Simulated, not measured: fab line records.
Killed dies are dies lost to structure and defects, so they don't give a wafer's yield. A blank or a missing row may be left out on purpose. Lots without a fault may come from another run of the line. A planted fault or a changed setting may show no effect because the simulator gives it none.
Shared-tool check -- flow gf180mcu -- Sample size 12 lots and 44 wafers

WHAT PROMPTED THE OPENING
3 of 12 lots carry a flag on the reading MVPSD_TW at GF_MVPSD_TW_MEAS_11. Wafers without a fault read 551, standard deviation 6.8.
Rule: a lot is flagged when every wafer of it that has a number lies more than 4 standard deviations from that mean, or none has a number. All remaining lots are regarded as sound.

lot,measured,on,"MVPSD_TW, wafer by wafer",flag
L150,day 5 00:26,filmMetro-04,554 557,
L151,day 5 06:42,filmMetro-03,541 543 543,
L153,day 5 16:17,filmMetro-03,543 540 540,
L154,day 6 00:57,filmMetro-04,553 553 555,
L155,day 6 05:41,filmMetro-03,540 546 541,
L156,day 6 12:23,filmMetro-01,557 556 558,
L157,day 6 23:21,filmMetro-04,553 555 554,
L159,day 7 09:29,filmMetro-04,551 552 554,
L161,day 7 23:04,filmMetro-03,541 544 540,
L162,day 8 04:06,filmMetro-01,1046 1047 1050 1042 1042 1044,FLAGGED
L163,day 8 08:56,filmMetro-03,1021 1022 1017 1021 1016 1021,FLAGGED
L164,day 8 13:44,filmMetro-01,1043 1044 1046 1044 1045 1045,FLAGGED
Average over the flagged lots: 1036; offset from the usual +485, equal to +71 standard deviations.

EACH LOT AND THE TOOL IT RAN ON
The record holds 2 process steps before the reading, out of a route of 602 steps. Every cell lists first the tool, next ch and the chambers used by the sampled wafers, and last the start.
lot,flag,GF_MVPSD_IMPLANT_08,GF_MVPSD_STRIP_10
L150,,"implanter-01 ch 0, day 5 00:03","plasmaAsher-03 ch 0, day 5 00:20"
L151,,"implanter-01 ch 0, day 5 06:20","plasmaAsher-02 ch 0,1, day 5 06:37"
L153,,"implanter-03 ch 0, day 5 15:53","plasmaAsher-02 ch 0,1, day 5 16:11"
L154,,"implanter-01 ch 0, day 6 00:34","plasmaAsher-02 ch 0, day 6 00:50"
L155,,"implanter-01 ch 0, day 6 05:18","plasmaAsher-02 ch 0,1, day 6 05:35"
L156,,"implanter-03 ch 0, day 6 12:00","plasmaAsher-02 ch 0,1, day 6 12:17"
L157,,"implanter-01 ch 0, day 6 23:00","plasmaAsher-01 ch 0,1, day 6 23:16"
L159,,"implanter-02 ch 0, day 7 09:06","plasmaAsher-02 ch 0,1, day 7 09:23"
L161,,"implanter-01 ch 0, day 7 22:40","plasmaAsher-02 ch 0,1, day 7 22:58"
L162,FLAGGED,"implanter-01 ch 0, day 8 03:44","plasmaAsher-03 ch 0,1, day 8 04:01"
L163,FLAGGED,"implanter-03 ch 0, day 8 08:33","plasmaAsher-03 ch 0,1, day 8 08:50"
L164,FLAGGED,"implanter-02 ch 0, day 8 13:22","plasmaAsher-01 ch 0,1, day 8 13:39"
These steps, and what they do:
- GF_MVPSD_IMPLANT_08
- GF_MVPSD_STRIP_10: strips in O2/N2.
- GF_MVPSD_TW_MEAS_11

FLAGGED AGAINST TOTAL, ONE TOOL AT A TIME (gauges that did the reading follow at the end)
step,tool,lots run,flagged,share of the flagged lots,sound lots run after its first flagged lot
GF_MVPSD_IMPLANT_08,implanter-01,7,1,some,0
GF_MVPSD_IMPLANT_08,implanter-02,2,1,some,0
GF_MVPSD_IMPLANT_08,implanter-03,3,1,some,0
GF_MVPSD_STRIP_10,plasmaAsher-01,2,1,some,0
GF_MVPSD_STRIP_10,plasmaAsher-02,7,0,none,-
GF_MVPSD_STRIP_10,plasmaAsher-03,3,2,some,0
GF_MVPSD_TW_MEAS_11,filmMetro-01,3,2,some,0
GF_MVPSD_TW_MEAS_11,filmMetro-03,5,1,some,0
GF_MVPSD_TW_MEAS_11,filmMetro-04,4,0,none,-

THE TABLE: WHAT IT ALLOWS
No row of the table ran every flagged lot.

WHAT THE SIMULATOR HAD PUT IN
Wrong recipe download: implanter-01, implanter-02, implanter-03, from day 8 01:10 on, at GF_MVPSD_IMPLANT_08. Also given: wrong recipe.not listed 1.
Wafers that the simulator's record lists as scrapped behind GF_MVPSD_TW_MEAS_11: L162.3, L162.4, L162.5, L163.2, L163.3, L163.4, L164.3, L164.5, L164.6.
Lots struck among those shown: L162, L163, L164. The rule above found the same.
